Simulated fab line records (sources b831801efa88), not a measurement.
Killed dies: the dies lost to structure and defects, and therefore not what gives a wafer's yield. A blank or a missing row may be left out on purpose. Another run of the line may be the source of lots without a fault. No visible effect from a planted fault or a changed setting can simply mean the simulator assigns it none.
fab line records	flow sky130
[record] lots = 5	wafers = 15	last-day = 49
route steps=708 shown POLY_GATE@229 LDD_N@237 LDD_P@255 LDD_HVN@267 PAD_OPEN@708
lots that met no fault: taken from a fault-free run of the same line
start-h: the number of hours between the record's first day and the start of the first shown wafer of the lot	wait-h: how many hours have passed since the lot's step before this one	" the same as in the row above	L1.1+2: a row that stands for several wafers	- either no value or no given start	* or withheld: withheld	< > ~ a bound
route shown NAME@n: names a module that has steps shown in the file, with the first one's number in the route	usual: mean/standard deviation taken from wafers without a fault	same: alike in all rows	chamber/n: place in a boat	sites: readings site by site	_std_site: their standard deviation	_edge_site: inner sites' mean taken away from outer sites' mean	radius-mm: how far each site lies from the wafer's centre	mask NAME#n: copy n	behind: the last tool/chamber to shape the wafer	hold: why the lot was held/for how many hours/how that ended	device: the transistor (n, p or np) that didn't switch	end of line: the same wafers' tests at the end of the route	a step without rows: its recipe alone	killed: count of dies lost to structure and defects at first sort (not the wafer's yield)	map: per-die view of a wafer (x killed, . not killed, _ where there is no die)
set.NAME: the setting as run; set.NAME@STEP: as run at that earlier step	model.NAME: the simulator's own value behind a step, which no gauge read
a table for each step, a row for each wafer; lots at some steps of the route
services: from which hour (start-h, from the record's first day; less than 0 if before it) a tool's chamber was out of use, for how many hours, and why
[[steps]]
[step SKY_POLY_GATE_ETCH_15]
[recipe] chemistry = N2/H2	target = BARC	ion-energy-ev = 200	source-w = 500	bias-w = 100	pressure-mtorr = 30	n2-flow-sccm = 100	h2-flow-sccm = 200	stop-on = SiO2	time-s = 118.5	target-depth-a = 1100
[usual] bias-w = 100.02/0.29	chamber-pressure-mTorr = 30.000/0.026	drypump-motor-current-A = 5.5/0.41	oes-product-au = 0.717/0.0048	throttle-valve-pct = 13.213/0.0088
lot.wafer	tool	chamber	start-h	wait-h	bias-w	chamber-pressure-mTorr	drypump-motor-current-A	oes-product-au	rf-hours-counter-h	throttle-valve-pct
L656.3	rie-diel-01	3	364.13	0.0	100.28	29.982	5.9	0.713	4	13.223
L656.4	"	2	"	"	100.35	30.051	5.4	0.715	2	13.215
L656.5	"	2	"	"	100.26	29.982	5.4	0.719	-	13.207
L659.1	rie-diel-04	3	394.85	0.0	99.95	30.002	5.3	0.717	109	13.222
L659.2	"	1	"	"	100.56	29.974	4.9	0.720	2	13.213
L659.6	"	3	"	"	99.66	29.948	5.3	0.713	-	13.213
L671.1	rie-diel-01	1	495.50	0.0	99.68	29.979	5.7	0.717	6	13.197
L671.3	"	0	"	"	100.42	29.956	6.2	0.720	51	13.214
L671.4	"	2	"	"	99.94	30.012	5.4	0.719	5	13.212
L672.1	rie-diel-04	0	515.82	0.0	100.06	30.041	6.0	0.713	19	13.213
L672.3	"	3	"	"	100.00	29.990	5.3	0.718	2	13.215
L672.4	"	1	"	"	100.25	29.971	4.9	0.719	5	13.222
L673.2	rie-diel-03	3	516.58	0.0	100.26	29.993	5.4	0.717	75	13.205
L673.3	"	1	"	"	100.16	30.011	5.6	0.717	59	13.223
L673.6	"	1	"	"	99.73	30.006	5.6	0.721	-	13.205
[step SKY_POLY_GATE_ETCH_16]
[recipe] stop-on = poly-Si	chemistry = CH3F/O2	target = Si3N4	source-w = 400	bias-w = 80	pressure-mtorr = 25	ch3f-flow-sccm = 40	O2_flow_sccm = 30	time-s = 147.5	target-depth-a = 750
[usual] bias-w = 79.99/0.24	chamber-pressure-mTorr = 25.003/0.021	drypump-motor-current-A = 5.5/0.41	oes-product-au = 0.641/0.0054	throttle-valve-pct = 10.535/0.0097
lot.wafer	tool	chamber	start-h	wait-h	bias-w	chamber-pressure-mTorr	drypump-motor-current-A	oes-product-au	rf-hours-counter-h	throttle-valve-pct
L656.3	rie-diel-01	3	364.21	0.0	80.02	25.005	5.8	0.649	4	10.536
L656.4	"	2	"	"	80.14	25.038	5.4	0.637	2	10.527
L656.5	"	2	"	"	80.15	25.006	5.4	0.645	-	10.547
L659.1	rie-diel-04	3	394.93	0.0	79.96	24.991	5.3	0.648	109	10.524
L659.2	"	1	"	"	79.95	25.017	4.9	0.650	2	10.529
L659.6	"	3	"	"	79.96	25.001	5.3	0.643	-	10.551
L671.1	rie-diel-01	1	495.58	0.0	79.86	25.029	5.7	0.639	6	10.538
L671.3	"	0	"	"	80.34	24.989	6.2	0.635	51	10.515
L671.4	"	2	"	"	80.45	25.028	5.4	0.643	5	10.534
L672.1	rie-diel-04	0	515.90	0.0	79.84	25.036	5.9	0.648	19	10.535
L672.3	"	3	"	"	80.43	24.985	5.3	0.652	2	10.536
L672.4	"	1	"	"	79.73	25.013	4.9	0.638	5	10.549
L673.2	rie-diel-03	3	516.66	0.0	79.71	25.020	5.4	0.632	75	10.546
L673.3	"	1	"	"	79.64	25.011	5.6	0.630	59	10.539
L673.6	"	1	"	"	79.87	24.995	5.6	0.627	-	10.539
[step SKY_POLY_GATE_ETCH_17]
[recipe] target-depth-nm = 180	stop-on = SiO2	over-etch-frac = 0.56667	chemistry = HBr/Cl2	target = poly-Si	icp-w = 400	bias-w = 100	pressure-mtorr = 10	HBr_flow_sccm = 150	Cl2_flow_sccm = 50	time-s = 70.5
[usual] bias-w = 100.0/0.33	chamber-pressure-mTorr = 10.000/0.0095	drypump-motor-current-A = 5.7/0.49	oes-product-au = 0.986/0.0082	throttle-valve-pct = 33.684/0.0078
lot.wafer	tool	chamber	start-h	wait-h	bias-w	chamber-pressure-mTorr	drypump-motor-current-A	oes-product-au	rf-hours-counter-h	throttle-valve-pct
L656.3	rie-si-01	0	364.31	0.0	100.1	9.994	6.3	0.977	23	33.696
L656.4	"	1	"	"	99.7	9.992	6.6	0.984	13	33.685
L656.5	"	2	"	"	100.4	10.008	5.1	0.982	-	33.658
L659.1	rie-si-02	0	395.03	0.0	99.2	9.991	5.6	0.988	1	33.694
L659.2	"	3	"	"	100.2	9.992	5.3	0.976	12	33.684
L659.6	"	3	"	"	100.1	10.014	5.2	0.978	-	33.688
L671.1	rie-si-02	1	495.68	0.0	100.8	10.000	5.5	0.977	35	33.689
L671.3	"	0	"	"	100.0	10.013	5.7	0.972	2	33.692
L671.4	"	3	"	"	99.7	9.985	5.3	0.975	13	33.695
L672.1	rie-si-01	0	516.00	0.0	99.7	10.003	6.3	0.979	24	33.679
L672.3	"	3	"	"	100.2	10.001	5.4	0.994	3	33.675
L672.4	"	2	"	"	100.2	9.999	5.1	0.980	43	33.679
L673.2	rie-si-01	1	516.76	0.0	100.0	10.007	6.6	0.988	14	33.691
L673.3	"	3	"	"	99.7	9.993	5.4	1.000	3	33.682
L673.6	"	0	"	"	99.5	10.008	6.3	0.985	-	33.687
[step SKY_POLY_GATE_STRIP_18]
[recipe] chemistry = O2/N2	power-w = 1400	pressure-mtorr = 1500	platen-temp-c = withheld	o2-flow-sccm = 3000	n2-flow-sccm = 300	overash-fraction = 0.5
[step SKY_POLY_GATE_CLEAN_19]
[recipe] chemistry = SC1/SC2	mix = 1:4:20	temp-c = 70	time-s = 150	dry = n2-spin
[step SKY_POLY_GATE_OXIDATION_20]
[recipe] temp-c = 850	ambient = O2	stabilise-s = 600	purge-s = 300	target-thk-a = 40	ox-time-s = 899
[step SKY_POLY_GATE_THK_MEAS_21]
[recipe] reads = SiO2_of_POLY_GATE_OXIDATION_20
[usual] POLY_GATE_OXIDATION_THK = 4.03/0.068
lot.wafer	tool	chamber	start-h	wait-h	POLY_GATE_OXIDATION_THK[nm]
L656.3	film-metro-04	-	367.36	0.0	4.04
L656.4	"	-	"	"	3.99
L656.5	"	-	"	"	4.00
L659.1	film-metro-04	-	399.00	0.0	3.99
L659.2	"	-	"	"	4.06
L659.6	"	-	"	"	4.03
L671.1	film-metro-03	-	497.13	0.0	4.06
L671.3	"	-	"	"	4.01
L671.4	"	-	"	"	4.10
L672.1	film-metro-04	-	517.46	0.0	3.82
L672.3	"	-	"	"	3.91
L672.4	"	-	"	"	3.98
L673.2	film-metro-01	-	518.23	0.0	4.06
L673.3	"	-	"	"	4.11
L673.6	"	-	"	"	4.07
[step SKY_POLY_GATE_CD_MEAS_22]
[usual] cd-nm = 151.6/2.9
lot.wafer	tool	chamber	start-h	wait-h	cd-nm
L656.3	cd-sem-02	-	367.46	0.1	148.1
L656.4	"	-	"	"	154.9
L656.5	"	-	"	"	153.3
L659.1	cd-sem-02	-	399.09	0.1	152.9
L659.2	"	-	"	"	151.5
L659.6	"	-	"	"	151.5
L671.1	cd-sem-01	-	497.19	0.1	150.3
L671.3	"	-	"	"	154.6
L671.4	"	-	"	"	156.5
L672.1	cd-sem-01	-	517.52	0.1	148.4
L672.3	"	-	"	"	150.0
L672.4	"	-	"	"	147.9
L673.2	cd-sem-02	-	518.31	0.1	147.9
L673.3	"	-	"	"	147.0
L673.6	"	-	"	"	147.4
[step SKY_LDD_N_DEHYDRATE_00]
[recipe] temp-c = 200	time-s = 60
[step SKY_LDD_N_HMDS_01]
[recipe] prime-time-s = 60	prime-temp-c = 120
[step SKY_LDD_N_COAT_02]
[recipe] resist = NOVOLAK	spin-rpm = 3000	resist-thk-nm = 300
[step SKY_LDD_N_SOFTBAKE_03]
[recipe] temp-c = 90	time-s = 60	resist = NOVOLAK
[step SKY_LDD_N_EXPOSE_04]
[recipe] mask-id = NTM	target-cd-nm = 840	na = 0.6	source-shape = conventional	sigma-outer = 0.6	dose-mj = 110
lot.wafer	tool	chamber	start-h	wait-h	mask
L656.3+4+5	iline-stepper-01	0	381.30	-	NTM#0
L659.1+2+6	iline-stepper-02	0	414.16	-	NTM#0
L671.1+3+4	iline-stepper-02	0	512.53	-	PSDM#0
L672.1+3+4	iline-stepper-02	0	532.37	-	NTM#0
L673.2+3+6	iline-stepper-01	0	534.02	-	NTM#0
[step SKY_LDD_N_PEB_05]
[recipe] temp-c = withheld	time-s = *	resist = NOVOLAK
[step SKY_LDD_N_DEVELOP_06]
[recipe] develop-time-s = 60	dev-temp-c = 23
[step SKY_LDD_N_OVL_MEAS_07]
[usual] LDD_N_OVL = 1.2/1.2
lot.wafer	tool	chamber	start-h	wait-h	LDD_N_OVL[nm]
L656.3	overlay-02	-	395.59	0.1	0.9
L656.4	"	-	"	"	-0.7
L656.5	"	-	"	"	3.4
L659.1	overlay-02	-	429.17	0.1	2.3
L659.2	"	-	"	"	2.1
L659.6	"	-	"	"	2.9
L671.1	overlay-01	-	527.94	0.1	-
L671.3	"	-	"	"	-
L671.4	"	-	"	"	-
L672.1	overlay-02	-	547.64	0.1	0.9
L672.3	"	-	"	"	1.4
L672.4	"	-	"	"	0.0
L673.2	overlay-02	-	548.89	0.1	1.0
L673.3	"	-	"	"	1.3
L673.6	"	-	"	"	1.9
[step SKY_LDD_N_IMPLANT_08]
[recipe] species = As	energy-kev = 20	dose-cm2 = 7.5e+13	tilt-deg = withheld	rotation-deg = 23
[step SKY_LDD_N_IMPLANT_09]
[recipe] species = As	energy-kev = 20	dose-cm2 = 7.5e+13	tilt-deg = withheld	rotation-deg = 113
[step SKY_LDD_N_IMPLANT_10]
[recipe] species = As	energy-kev = 20	dose-cm2 = 7.5e+13	tilt-deg = withheld	rotation-deg = 203
[step SKY_LDD_N_IMPLANT_11]
[recipe] species = As	energy-kev = 20	dose-cm2 = 7.5e+13	tilt-deg = withheld	rotation-deg = 293
[step SKY_LDD_N_IMPLANT_12]
[recipe] species = BF2	energy-kev = 50	dose-cm2 = 5e+12	tilt-deg = 30	rotation-deg = 0
[step SKY_LDD_N_IMPLANT_13]
[recipe] species = BF2	energy-kev = 50	dose-cm2 = 5e+12	tilt-deg = 30	rotation-deg = 90
[step SKY_LDD_N_IMPLANT_14]
[recipe] species = BF2	energy-kev = 50	dose-cm2 = 5e+12	tilt-deg = 30	rotation-deg = 180
[step SKY_LDD_N_IMPLANT_15]
[recipe] species = BF2	energy-kev = 50	dose-cm2 = 5e+12	tilt-deg = 30	rotation-deg = 270
[step SKY_LDD_N_STRIP_16]
[recipe] chemistry = O2/N2	power-w = 1400	pressure-mtorr = 1500	platen-temp-c = withheld	o2-flow-sccm = 3000	n2-flow-sccm = 300	overash-fraction = 0.5
[usual] chamber-pressure-mTorr = 1500/4.1	drypump-motor-current-A = 6.2/0.63	oes-product-au = 0.406/0.005	strip-time-to-endpoint-s = 4.317/0.016
lot.wafer	tool	chamber	start-h	wait-h	chamber-pressure-mTorr	drypump-motor-current-A	oes-product-au	rf-hours-counter-h	strip-time-to-endpoint-s
L656.3	plasma-asher-01	0	396.85	0.1	1499	5.9	0.405	-	4.320
L656.4	"	1	"	"	1499	6.7	0.395	-	4.315
L656.5	"	0	"	"	1500	5.9	0.410	-	4.332
L659.1	plasma-asher-02	0	430.41	0.1	1498	4.8	0.401	63	4.290
L659.2	"	1	"	"	1498	5.0	0.408	63	4.303
L659.6	"	1	"	"	1502	5.1	0.413	-	4.309
L671.1	plasma-asher-03	1	529.18	0.1	1501	6.7	0.412	84	4.306
L671.3	"	1	"	"	1502	6.7	0.409	-	4.312
L671.4	"	0	"	"	1502	6.5	0.410	-	4.294
L672.1	plasma-asher-03	1	548.88	0.1	1499	6.7	0.412	85	4.331
L672.3	"	0	"	"	1499	6.5	0.407	-	4.316
L672.4	"	1	"	"	1501	6.7	0.398	-	4.323
L673.2	plasma-asher-01	0	550.12	0.1	1502	5.9	0.409	13	4.298
L673.3	"	1	"	"	1498	6.6	0.408	-	4.335
L673.6	"	0	"	"	1499	5.9	0.409	-	4.319
[step SKY_LDD_N_TW_MEAS_17]
[usual] LDD_N_TW = 2597/27
lot.wafer	tool	chamber	start-h	wait-h	LDD_N_TW
L656.3	film-metro-01	-	396.94	0.1	2632
L656.4	"	-	"	"	2622
L656.5	"	-	"	"	2625
L659.1	film-metro-01	-	430.51	0.1	2626
L659.2	"	-	"	"	2625
L659.6	"	-	"	"	2642
L671.1	film-metro-02	-	529.28	0.1	30
L671.3	"	-	"	"	30
L671.4	"	-	"	"	30
L672.1	film-metro-02	-	548.98	0.1	2567
L672.3	"	-	"	"	2576
L672.4	"	-	"	"	2574
L673.2	film-metro-01	-	550.23	0.1	2623
L673.3	"	-	"	"	2623
L673.6	"	-	"	"	2631
[step SKY_LDD_P_DEHYDRATE_00]
[recipe] temp-c = 200	time-s = 60
[step SKY_LDD_P_HMDS_01]
[recipe] prime-time-s = 60	prime-temp-c = 120
[step SKY_LDD_P_COAT_02]
[recipe] resist = NOVOLAK	spin-rpm = 3000	resist-thk-nm = 1140
[step SKY_LDD_P_SOFTBAKE_03]
[recipe] temp-c = 90	time-s = 60	resist = NOVOLAK
[step SKY_LDD_P_EXPOSE_04]
[recipe] mask-id = PSDM	na = 0.6	source-shape = conventional	sigma-outer = 0.6	polarization = unpolarized	target-cd-nm = 380	dose-mj = 138
[step SKY_LDD_P_PEB_05]
[recipe] temp-c = withheld	time-s = *	resist = NOVOLAK
[step SKY_LDD_P_DEVELOP_06]
[recipe] resist = NOVOLAK	developer = TMAH	develop-time-s = 60	dev-temp-c = 23
[step SKY_LDD_P_CD_MEAS_07]
[recipe] target-cd-nm = 380
[usual] cd-nm = 379.5/2.6
lot.wafer	tool	chamber	start-h	wait-h	cd-nm
L656.3	cd-sem-01	-	426.96	0.1	377.1
L656.4	"	-	"	"	378.1
L656.5	"	-	"	"	378.7
L659.1	cd-sem-02	-	461.52	0.1	379.8
L659.2	"	-	"	"	378.3
L659.6	"	-	"	"	380.2
L671.1	cd-sem-01	-	558.83	0.1	383.5
L671.3	"	-	"	"	384.1
L671.4	"	-	"	"	382.7
L672.1	cd-sem-01	-	578.61	0.1	379.8
L672.3	"	-	"	"	380.2
L672.4	"	-	"	"	381.8
L673.2	cd-sem-02	-	580.24	0.1	379.2
L673.3	"	-	"	"	376.3
L673.6	"	-	"	"	376.9
[step SKY_LDD_P_OVL_MEAS_08]
[usual] LDD_P_OVL = -0.3/1.3
lot.wafer	tool	chamber	start-h	wait-h	LDD_P_OVL[nm]
L656.3	overlay-01	-	427.06	0.1	0.2
L656.4	"	-	"	"	-1.9
L656.5	"	-	"	"	0.3
L659.1	overlay-01	-	461.64	0.1	0.0
L659.2	"	-	"	"	1.1
L659.6	"	-	"	"	0.6
L671.1	overlay-02	-	558.95	0.1	-0.2
L671.3	"	-	"	"	-0.2
L671.4	"	-	"	"	0.5
L672.1	overlay-01	-	578.73	0.1	0.0
L672.3	"	-	"	"	-0.4
L672.4	"	-	"	"	0.4
L673.2	overlay-01	-	580.35	0.1	-0.8
L673.3	"	-	"	"	-1.1
L673.6	"	-	"	"	-1.5
[step SKY_LDD_P_IMPLANT_09]
[recipe] species = BF2	energy-kev = 25	dose-cm2 = 1e+13	tilt-deg = withheld
[step SKY_LDD_P_STRIP_10]
[recipe] chemistry = O2/N2	power-w = 1400	pressure-mtorr = 1500	platen-temp-c = withheld	o2-flow-sccm = 3000	n2-flow-sccm = 300	overash-fraction = 0.5
[usual] chamber-pressure-mTorr = 1500.1/1.3	drypump-motor-current-A = 5.6/0.82	oes-product-au = 0.715/0.0046	strip-time-to-endpoint-s = 14.19/0.039
lot.wafer	tool	chamber	start-h	wait-h	chamber-pressure-mTorr	drypump-motor-current-A	oes-product-au	rf-hours-counter-h	strip-time-to-endpoint-s
L656.3	plasma-asher-02	0	427.26	0.1	1501.0	4.8	0.715	-	14.20
L656.4	"	1	"	"	1498.1	5.1	0.709	-	14.21
L656.5	"	0	"	"	1500.0	4.8	0.715	-	14.19
L659.1	plasma-asher-03	1	461.83	0.1	1499.9	6.7	0.712	77	14.29
L659.2	"	0	"	"	1501.9	6.5	0.709	77	14.23
L659.6	"	0	"	"	1500.4	6.5	0.712	-	14.28
L671.1	plasma-asher-03	0	559.14	0.1	1502.7	6.5	0.710	86	14.13
L671.3	"	0	"	"	1500.7	6.5	0.717	-	14.16
L671.4	"	1	"	"	1498.9	6.7	0.719	-	14.18
L672.1	plasma-asher-02	1	578.92	0.1	1502.3	5.0	0.713	78	14.18
L672.3	"	0	"	"	1501.0	4.8	0.708	-	14.18
L672.4	"	1	"	"	1501.0	5.0	0.722	-	14.15
L673.2	plasma-asher-03	0	580.53	0.1	1500.0	6.5	0.710	89	14.21
L673.3	"	1	"	"	1499.9	6.7	0.717	-	14.21
L673.6	"	0	"	"	1501.1	6.5	0.718	-	14.21
[step SKY_LDD_P_TW_MEAS_11]
[usual] LDD_P_TW = 633/3.6
lot.wafer	tool	chamber	start-h	wait-h	LDD_P_TW
L656.3	film-metro-03	-	427.35	0.1	629
L656.4	"	-	"	"	629
L656.5	"	-	"	"	629
L659.1	film-metro-03	-	462.04	0.2	627
L659.2	"	-	"	"	629
L659.6	"	-	"	"	627
L671.1	film-metro-02	-	559.24	0.1	2591
L671.3	"	-	"	"	2596
L671.4	"	-	"	"	2596
L672.1	film-metro-02	-	579.02	0.1	630
L672.3	"	-	"	"	632
L672.4	"	-	"	"	636
L673.2	film-metro-03	-	580.64	0.1	631
L673.3	"	-	"	"	630
L673.6	"	-	"	"	628
[step SKY_LDD_HVN_DEHYDRATE_00]
[recipe] temp-c = 200	time-s = 60
[step SKY_PAD_OPEN_PROBE_99]
[usual] killed_at_M0_to_M3 = 42/7	killed_at_M4_up = 2.8/1.8	killed-at-contacts = 24/5.8	killed-at-front-end = 15/4.8	killed-at-other = 0.3/0.56	killed-dies = 84/11	killed-on-rim = 17/4.2	killed-open = 46/7.8	killed-short = 38/6.3
[same] gross-dies = 492	killed-at-back-side = 0
lot.wafer	tool	chamber	start-h	wait-h	killed_at_M0_to_M3	killed_at_M4_up	killed-at-contacts	killed-at-front-end	killed-at-other	killed-dies	killed-on-rim	killed-open	killed-short
L671.1	prober-02	-	1158.73	0.1	35	2	19	436	0	492	96	38	31
L671.3	prober-02	-	1158.83	0.2	38	2	22	430	0	492	96	43	34
L671.4	prober-02	-	1158.88	0.2	37	4	25	426	0	492	96	38	44
L672.1	prober-01	-	1170.59	0.1	53	6	25	11	0	95	19	55	40
L672.3	prober-01	-	1170.69	0.2	40	1	35	11	0	87	19	49	37
L672.4	prober-01	-	1170.74	0.2	38	4	20	13	0	75	16	34	41
// killed by level:class
L671.1 LDD_N:area-expose=423 VIA1:geometric-particle:open=10 CONTACT:geometric-particle:open=7 LI_CONTACT:geometric-particle:open=5 FIELD_ISO:geometric-particle:short=5 VIA1:geometric-particle:short=5 POLY_GATE:geometric-particle:short=4 VIA2:geometric-particle:open=4
L671.3 LDD_N:area-expose=415 VIA1:geometric-particle:open=14 CONTACT:geometric-particle:open=10 LI_CONTACT:geometric-particle:open=5 METAL2:geometric-particle:short=5 VIA1:geometric-particle:short=4 VIA2:geometric-particle:open=4 FIELD_ISO:geometric-particle:open=3
L671.4 LDD_N:area-expose=410 CONTACT:geometric-particle:short=9 VIA1:geometric-particle:open=7 VIA3:geometric-particle:open=7 LI_CONTACT:geometric-particle:open=6 CONTACT:geometric-particle:open=5 VIA1:geometric-particle:short=5 POLY_GATE:geometric-particle:short=4
L672.1 VIA1:geometric-particle:open=16 CONTACT:geometric-particle:open=8 LOCAL_INTERCONNECT:geometric-particle:short=7 METAL2:geometric-particle:short=7 VIA3:geometric-particle:open=7 VIA1:geometric-particle:short=6 LI_CONTACT:geometric-particle:open=5 METAL4:geometric-particle:short=4
L672.3 CONTACT:geometric-particle:open=16 METAL2:geometric-particle:short=11 LI_CONTACT:geometric-particle:open=8 POLY_GATE:geometric-particle:open=5 VIA1:geometric-particle:open=5 VIA3:geometric-particle:open=5 LOCAL_INTERCONNECT:geometric-particle:short=4 CONTACT:geometric-particle:short=4
L672.4 FIELD_ISO:geometric-particle:short=8 VIA1:geometric-particle:open=7 LI_CONTACT:geometric-particle:open=6 VIA2:geometric-particle:open=5 CONTACT:geometric-particle:short=5 METAL2:geometric-particle:short=5 CONTACT:geometric-particle:open=4 VIA3:geometric-particle:short=4
// map L671.1 (x killed, . not)
__________xxxxxxxxxx_________
________xxxxxxxxxxxxxx_______
______xxxxxxxxxxxxxxxxxx_____
_____xxxxxxxxxxxxxxxxxxxx____
____xxxxxxxxxxxxxxxxxxxxxx___
___xxxxxxxxxxxxxxxxxxxxxxxx__
__xxxxxxxxxxxxxxxxxxxxxxxxxx_
_xxxxxxxxxxxxxxxxxxxxxxxxxxxx
_xxxxxxxxxxxxxxxxxxxxxxxxxxxx
_xxxxxxxxxxxxxxxxxxxxxxxxxxxx
_xxxxxxxxxxxxxxxxxxxxxxxxxxxx
_xxxxxxxxxxxxxxxxxxxxxxxxxxxx
_xxxxxxxxxxxxxxxxxxxxxxxxxxxx
_xxxxxxxxxxxxxxxxxxxxxxxxxxxx
_xxxxxxxxxxxxxxxxxxxxxxxxxxxx
__xxxxxxxxxxxxxxxxxxxxxxxxxx_
___xxxxxxxxxxxxxxxxxxxxxxxx__
____xxxxxxxxxxxxxxxxxxxxxx___
_____xxxxxxxxxxxxxxxxxxxx____
______xxxxxxxxxxxxxxxxxx_____
________xxxxxxxxxxxxxx_______
__________xxxxxxxxxx_________
// map L659.6 (x killed, . not)
__________...x......_________
________..........x..._______
______..x.x............._____
_____.x.x.....x........x.____
____......xxx............x___
___..x...x...x.x.x.....x...__
__x...xxx.x..x....x.....x..._
_.xx...x.....xx...........x..
_....x.....x..x..xx...x.x....
_.xx.......x.................
_....x.........xx.....x...x..
_.xx.x..x....xx.......xx.....
_........xxx..x.x............
_x...............xx......x..x
_.....x....xx.......x.x......
__....xx........x..........x_
___......x.....xx..x.......__
____..........x...........___
_____......x.x...x....x..____
______......x.....x.x..x_____
________...x.........._______
__________x.x.....x._________
[[services]]
tool	chamber	start-h	hours	kind
rie-si-01	-	354.58	2.8	pm
plasma-asher-01	-	368.29	1.4	repair
iline-stepper-02	-	380.07	7.4	repair
iline-stepper-02	-	387.78	1.7	pm
rie-diel-04	3	391.36	2.5	repair
rie-diel-04	0	400.11	4.3	repair
plasma-asher-01	-	406.05	2.1	repair
rie-si-02	3	408.71	14.3	repair
rie-diel-03	3	412.31	2.5	repair
plasma-asher-01	-	421.25	9.0	pm
iline-stepper-01	-	422.24	1.3	repair
rie-si-01	3	464.91	31.5	repair
rie-si-01	0	474.00	34.1	repair
rie-diel-04	-	485.44	0.7	repair
rie-diel-04	1	489.31	9.3	repair
iline-stepper-02	-	489.62	5.7	repair
rie-diel-01	3	507.33	7.3	repair
rie-diel-04	-	511.24	4.3	pm
plasma-asher-02	-	517.88	1.7	repair
rie-diel-04	-	523.70	1.0	repair
rie-diel-04	0	528.08	8.5	repair
rie-diel-01	2	549.72	6.1	repair
rie-diel-04	-	563.93	0.4	repair
rie-diel-04	0	570.73	5.7	repair
[[key]]
[first-sign] step = SKY_LDD_N_EXPOSE_04	reading = mask	direction = changed
[effect] step = SKY_LDD_N_OVL_MEAS_07	reading = LDD_N_OVL	direction = missing
[effect] step = SKY_LDD_N_TW_MEAS_17	reading = LDD_N_TW	direction = down	sigmas = 96	usual = 2597	struck = 30
[effect] step = SKY_LDD_P_TW_MEAS_11	reading = LDD_P_TW	direction = up	sigmas = 99+	usual = 633	struck = 2594
[effect] step = SKY_PAD_OPEN_PROBE_99	reading = killed-at-front-end	direction = up	sigmas = 86	usual = 15	struck = 431
[more-kills-born-at] SKY_LDD_N_EXPOSE_04@iline-stepper-02 = 1248
met-at SKY_LDD_N_EXPOSE_04
struck-wafers L671.1,L671.3,L671.4
tester-left-out L671
onset-between 414.16 512.53
[fault] kind = wrong-mask	tool = any	chamber = -	onset-h = 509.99	steps = SKY_LDD_N_EXPOSE_04	aux-copy = PSDM#0	scope = struck-lots-only
// tester-left-out: of these lots the tester's yield and bins aren't shown, on N5 and GAA mostly nor the transistor test; their killed dies are dies lost to structure and defects alone, not to doping, threshold or leakage, so they don't give the yield
